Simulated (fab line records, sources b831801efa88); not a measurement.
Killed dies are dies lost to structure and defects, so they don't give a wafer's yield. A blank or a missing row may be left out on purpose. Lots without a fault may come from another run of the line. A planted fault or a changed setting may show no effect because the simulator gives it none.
Which tool did it? | flow sky130 | 14 lots, 41 wafers sampled, at 4 steps of a route of 708

WHAT THE GAUGES READ, wafer by wafer
SKY_VIA2_RS_MEAS_22: measures by four-point-probe. Usual: VIA2_W_RS 0.270 ohm/sq, standard deviation 0.0033.
lot  | measured     | on            | VIA2_W_RS (ohm/sq) | flag
L720 | day 37 10:26 | film_metro-01 | 0.272 0.274 0.273  |
L719 | day 37 14:52 | film_metro-02 | 0.266 0.270 0.269  |
L721 | day 37 18:53 | film_metro-01 | 0.263 0.267 0.267  |
L722 | day 38 03:42 | film_metro-02 | 0.271 0.270 0.270  |
L723 | day 38 07:02 | film_metro-04 | 0.266 0.265 0.264  |
L724 | day 38 11:04 | film_metro-04 | 0.277 0.275        |
L725 | day 39 01:50 | film_metro-01 | 0.269 0.267 0.268  |
L728 | day 39 18:35 | film_metro-01 | 0.270 0.270 0.272  |
L732 | day 41 05:40 | film_metro-04 | 0.271 0.273 0.272  |
L733 | day 41 09:06 | film_metro-04 | 0.271 0.269 0.270  |
L734 | day 41 10:35 | film_metro-01 | 0.267 0.270 0.267  |
L735 | day 41 20:49 | film_metro-01 | 0.272 0.266 0.270  |
L736 | day 42 05:55 | film_metro-04 | 0.273 0.271 0.271  |
L739 | day 42 23:36 | film_metro-01 | 0.268 0.269 0.267  |

WHICH TOOL RAN EACH LOT (tool, then ch and the chambers of the sampled wafers, then the start)
lot  | SKY_METAL2_DESCUM_17              | SKY_VIA2_CMP_02               | SKY_VIA2_ETCH_14
L720 | rie_metal-02 ch 1, day 36 05:27   | cmp-02 ch 1,2,3, day 36 06:36 | rie_diel-02 ch 0,1,2, day 37 09:25
L719 | rie_metal-04 ch 0,1, day 36 10:39 | cmp-01 ch 2,3, day 36 11:37   | rie_diel-02 ch 0,1,3, day 37 13:57
L721 | rie_metal-04 ch 0,1, day 36 14:33 | cmp-02 ch 0,1,3, day 36 15:37 | rie_diel-01 ch 1,3, day 37 17:54
L722 | rie_metal-04 ch 0,1, day 36 23:28 | cmp-02 ch 0,3, day 37 00:32   | rie_diel-01 ch 0,1, day 38 02:46
L723 | rie_metal-02 ch 0,1, day 37 02:11 | cmp-01 ch 0,2,3, day 37 03:17 | rie_diel-04 ch 0,3, day 38 06:08
L724 | rie_metal-04 ch 0, day 37 07:00   | cmp-02 ch 0,3, day 37 08:11   | rie_diel-01 ch 0,3, day 38 10:05
L725 | rie_metal-04 ch 0, day 37 22:23   | cmp-01 ch 0,2,3, day 37 23:25 | rie_diel-02 ch 0,2, day 39 00:58
L728 | rie_metal-04 ch 0, day 38 14:22   | cmp-01 ch 1,2,3, day 38 15:32 | rie_diel-01 ch 0,1,2, day 39 17:40
L732 | rie_metal-02 ch 1, day 40 02:41   | cmp-02 ch 0,1,3, day 40 03:45 | rie_diel-02 ch 0,1,3, day 41 04:46
L733 | rie_metal-01 ch 0,1, day 40 06:42 | cmp-02 ch 0,2,3, day 40 07:56 | rie_diel-02 ch 0,1,2, day 41 08:08
L734 | rie_metal-01 ch 0,1, day 40 07:47 | cmp-01 ch 0,1,2, day 40 08:56 | rie_diel-04 ch 0,2,3, day 41 09:38
L735 | rie_metal-04 ch 0,1, day 40 18:27 | cmp-02 ch 1,2,3, day 40 19:30 | rie_diel-04 ch 0,1,3, day 41 19:40
L736 | rie_metal-01 ch 0,1, day 41 03:26 | cmp-01 ch 1,3, day 41 04:35   | rie_diel-01 ch 1,2, day 42 04:58
L739 | rie_metal-04 ch 0,1, day 41 20:53 | cmp-02 ch 0,1,3, day 41 21:58 | rie_diel-01 ch 1,2,3, day 42 22:32
- SKY_METAL2_DESCUM_17: chemistry O2, time 8 s.
- SKY_VIA2_CMP_02: polishes SiO2.
- SKY_VIA2_ETCH_14: etches BARC in N2/H2, stops on SiO2, time 45.9 s, target depth 60 nm.

WHAT THE TOOLS THEMSELVES READ (means of the sampled wafers that have a number; where no wafer has one, the mark that the record gives instead)
SKY_METAL2_DESCUM_17. Usual: drypump_motor_current_A 5.4 A, standard deviation 0.54; oes_product_au 0.998 a.u., standard deviation 0.01.
lot  | tool         | drypump_motor_current_A (A) | oes_product_au (a.u.) | flag
L720 | rie_metal-02 | 4.7                         | 0.990                 |
L719 | rie_metal-04 | 5.7                         | 0.997                 |
L721 | rie_metal-04 | 5.7                         | 0.997                 |
L722 | rie_metal-04 | 5.7                         | 0.998                 |
L723 | rie_metal-02 | 5.1                         | 0.994                 |
L724 | rie_metal-04 | 6.1                         | 1.018                 |
L725 | rie_metal-04 | 6.1                         | 1.005                 |
L728 | rie_metal-04 | 6.1                         | 1.006                 |
L732 | rie_metal-02 | 4.6                         | 0.992                 |
L733 | rie_metal-01 | 5.4                         | 1.001                 |
L734 | rie_metal-01 | 5.3                         | 0.996                 |
L735 | rie_metal-04 | 5.4                         | 1.005                 |
L736 | rie_metal-01 | 5.4                         | 1.001                 |
L739 | rie_metal-04 | 5.7                         | 1.003                 |

SKY_VIA2_CMP_02. Usual: motor_current_A 11.7 A, standard deviation 1.8.
lot  | tool   | motor_current_A (A) | flag
L720 | cmp-02 | 11.8                |
L719 | cmp-01 | 10.0                |
L721 | cmp-02 | 12.6                |
L722 | cmp-02 | 12.8                |
L723 | cmp-01 | 11.0                |
L724 | cmp-02 | 12.2                |
L725 | cmp-01 | 10.8                |
L728 | cmp-01 | 10.2                |
L732 | cmp-02 | 12.8                |
L733 | cmp-02 | 11.6                |
L734 | cmp-01 | 11.5                |
L735 | cmp-02 | 11.6                |
L736 | cmp-01 | 10.7                |
L739 | cmp-02 | 12.7                |

SKY_VIA2_ETCH_14. Usual: drypump_motor_current_A 5.5 A, standard deviation 0.48; oes_product_au 0.853 a.u., standard deviation 0.005; run_length_s 74.1 s, standard deviation 0.46; throttle_valve_pct 13.225 %, standard deviation 0.0089.
lot  | tool        | drypump_motor_current_A (A) | oes_product_au (a.u.) | run_length_s (s) | throttle_valve_pct (%) | flag
L720 | rie_diel-02 | 5.3                         | 0.855                 | 74.6             | 13.228                 |
L719 | rie_diel-02 | 5.5                         | 0.855                 | 74.7             | 13.220                 |
L721 | rie_diel-01 | 4.9                         | 0.852                 | 74.2             | 13.225                 |
L722 | rie_diel-01 | 5.9                         | 0.853                 | 73.4             | 13.219                 |
L723 | rie_diel-04 | 5.9                         | 0.846                 | 73.9             | 13.223                 |
L724 | rie_diel-01 | 5.5                         | 0.851                 | 73.7             | 13.227                 |
L725 | rie_diel-02 | 5.0                         | 0.853                 | 74.6             | 13.228                 |
L728 | rie_diel-01 | 5.6                         | 0.859                 | 73.7             | 13.233                 |
L732 | rie_diel-02 | 5.5                         | 0.895                 | 72.5             | 13.230                 | OFF
L733 | rie_diel-02 | 5.3                         | 0.889                 | 72.4             | 13.233                 | OFF
L734 | rie_diel-04 | 6.1                         | 0.854                 | 74.1             | 13.218                 |
L735 | rie_diel-04 | 5.9                         | 0.854                 | 74.1             | 13.230                 |
L736 | rie_diel-01 | 5.4                         | 0.856                 | 73.8             | 13.227                 |
L739 | rie_diel-01 | 5.2                         | 0.856                 | 74.1             | 13.223                 |

THE ANSWER, worked out from the rows above alone
Rule: a lot is off if the mean of its wafers that have a number lies more than 3 standard deviations from the usual mean. A lot without any number at a reading at which 4 lots or more have one is off too. The other lots that the step has rows for count as sound. The gauges are gone through in route order, then the tools' own readings, and for those a lot's mean is taken as printed above. The first step at which some lot is off is used, and at that step the reading that is off furthest; a lot without a number counts as furthest.
Off: L732, L733, at SKY_VIA2_ETCH_14 (oes_product_au).
A tool fits if, at that step or a process step before it, it ran every lot that is off, and no sound lot after the first of them. One fits: rie_diel-02 at SKY_VIA2_ETCH_14. Its last sound lot is L725 (day 39 00:58), its first lot that is off L732 (day 41 04:46): a fault that began between those two fits.
The tool's own readings at SKY_VIA2_ETCH_14 bear it out: on the lots that are off they differ by more than 5 times the standard deviation of the sound lots' means. oes_product_au reads 0.892 a.u. there against 0.854 a.u. on the sound lots.

WHAT THE SIMULATOR HAD PUT IN
Process parameter drift: rie_diel-02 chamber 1, from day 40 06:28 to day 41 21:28, at SKY_VIA2_ETCH_14. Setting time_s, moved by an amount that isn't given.
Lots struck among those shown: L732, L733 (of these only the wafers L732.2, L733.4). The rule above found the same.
